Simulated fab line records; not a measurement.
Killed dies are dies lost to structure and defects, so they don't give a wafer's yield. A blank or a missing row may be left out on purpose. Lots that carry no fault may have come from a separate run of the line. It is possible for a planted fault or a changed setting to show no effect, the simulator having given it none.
A lot that was struck, set against a sound lot -- flow gf180mcu -- 15 out of 602 route steps
Sound: wafers L124.2, L124.4, L124.6. Struck: wafer L127.5. The cause comes at the end.
Each step with rows lists, per side, the tool, then ch with its chambers, then its first start. Under that, the readings that differ: sound wafers -- struck wafers -- difference of the means -- sigmas: that difference in standard deviations of wafers without a fault.
alike: readings whose means differ by less than 2 such deviations, and words and numbers that are the same on both sides. not compared: withheld readings, readings that some wafer has no value for, bounds like >300 that may hide the same value, and numbers for which the record gives no deviation and whose values overlap.
A row with sigmas, a row that says differs or no value, or rows on one side alone: a step with any of these is where the two part. Numbers that have no deviation but don't overlap get no sigmas and don't part them. A reading missing from all wafers of one side parts the sides only when that side holds two or more wafers.

first, 1 step without rows for these wafers: GF_STI_OXIDATION_01 (stabilise 600 s, purge 300 s, target thk 10 nm).
GF_STI_THK_MEAS_02:
  sound: filmMetro-01 at day 2 07:35; struck: filmMetro-02 at day 2 23:02
  alike: STI_OXIDATION_THK
then, 1 step without rows for these wafers: GF_STI_CVD_03 (deposits Si3N4 from DCS/NH3, target thk 207.16 nm, time 3551 s).
GF_STI_THK_MEAS_04:
  sound: filmMetro-03 at day 2 09:37; struck: filmMetro-02 at day 3 01:06
  alike: STI_CVD_03_THK
then, 7 steps without rows for these wafers: GF_STI_DEHYDRATE_05 (time 60 s); GF_STI_HMDS_06 (prime time 60 s); GF_STI_COAT_07 (resist thk 700 nm); GF_STI_SOFTBAKE_08 (time 60 s); GF_STI_EXPOSE_09 (exposes mask COMP, target cd 220 nm); GF_STI_PEB_10 (peb time 90 s); GF_STI_DEVELOP_11 (develop time 60 s).
GF_STI_CD_MEAS_12: the cd target is 220 nm.
  sound: cdSem-02 at day 2 21:50; struck: cdSem-01 at day 3 13:50
  alike: cdNm
GF_STI_ETCH_13: etches the open film in CHF3/O2, stops on Si, target depth 282.31 nm, time 112.9 s.
  sound on rieDiel-01 ch 0,1,2, day 2 21:56; struck on rieDiel-01 ch 2, day 3 13:55
reading,sound,struck,difference,sigmas
chf3FlowSccm (sccm),50.18 49.92 50.24,49.75,-0.36,-3
oesProductAu (a.u.),0.841 0.841 0.845,0.828,-0.014,-2
overEtchFrac,0.3 0.3 0.3,0.31933,+0.01933,
  alike: chamberPressureMTorr, drypumpMotorCurrentA, rfFwdPowerW, throttleValvePct
  not compared: rfHoursCounterH
GF_STI_ETCH_14: etches Si in HBr/Cl2/O2, target depth 360 nm, time 102.9 s.
  sound on rieSi-01 ch 0,2, day 2 22:01; struck on rieSi-02 ch 2, day 3 13:59
reading,sound,struck,difference,sigmas
drypumpMotorCurrentA (A),5.2 5.7 5.2,6.4,+1.0,+2
  alike: HBr_flow_sccm, chamberPressureMTorr, oesProductAu, rfFwdPowerW, throttleValvePct
  not compared: rfHoursCounterH
GF_PASSIVATION_PROBE_99:
  rows exist in the record for the sound wafers here (prober-01, day 30 05:12), none for the struck ones

WHERE THEY PART
At GF_STI_ETCH_13 first; at GF_PASSIVATION_PROBE_99 last (within this record only).

WHY: the cause the simulator had injected
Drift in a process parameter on rieDiel-01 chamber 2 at GF_STI_ETCH_13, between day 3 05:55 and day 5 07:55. A move of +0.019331 in setting overEtchFrac, from 0.3.
